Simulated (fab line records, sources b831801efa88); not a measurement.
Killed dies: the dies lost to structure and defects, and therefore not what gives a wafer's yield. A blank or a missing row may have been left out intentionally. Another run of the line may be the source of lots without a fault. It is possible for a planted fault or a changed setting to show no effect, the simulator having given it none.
A single fault, viewed from 2 desks -- flow gf180mcu -- every desk sees just its own numbers, and what lay behind them comes last

TOOL OWNER'S DESK, pecvd-02
The tool's own readings at GF_PASSIVATION_CVD_00 (deposits SiO2 from TEOS, target thk 1000 nm, time 111.95 s): means of the sampled wafers that have a number, for each lot that ran on this tool. The brackets show how far a lot's mean lies from the usual mean; more than 4 standard deviations puts the lot out of limits, marked OUT.
Columns: A = heater-power-w at GF_PASSIVATION_CVD_00, usual 658 W
lot,first seen here,A
L220,day 29 21:55,666
L228,day 32 05:41,694
L231,day 32 22:53,705
This desk's finding: nothing out of limits on any of the 3 lots.

FROM THE METROLOGY DESK
Means of the sampled wafers that have a number, per lot and without regard to the tool the lot ran on: this is what the gauges read. The brackets show how far a lot's mean lies from the usual mean; more than 4 standard deviations puts the lot out of limits, marked OUT.
Columns: A = MIM_ALCU_RS at GF_MIM_RS_MEAS_10, usual 0.1610 ohm/sq
lot,first seen here,A
L214,day 24 11:19,0.1621
L216,day 25 03:00,0.1614
L217,day 25 15:01,0.1641
L218,day 25 22:04,0.1630
L219,day 26 07:26,0.1620
L220,day 26 12:35,0.1608
L223,day 27 19:54,0.1619
L224,day 28 02:42,0.1602
L225,day 28 07:37,0.1625
L228,day 29 01:24,0.1635
L231,day 29 22:38,0.1587
L235,day 31 02:47,0.1583
L236,day 31 05:17,0.1598
This desk's finding: nothing out of limits on any of the 13 lots.

BROUGHT TOGETHER
The tool owner's desk saw nothing out of limits.
Nothing out of limits was seen by the metrology desk.

WHAT THE SIMULATOR HAD PUT IN
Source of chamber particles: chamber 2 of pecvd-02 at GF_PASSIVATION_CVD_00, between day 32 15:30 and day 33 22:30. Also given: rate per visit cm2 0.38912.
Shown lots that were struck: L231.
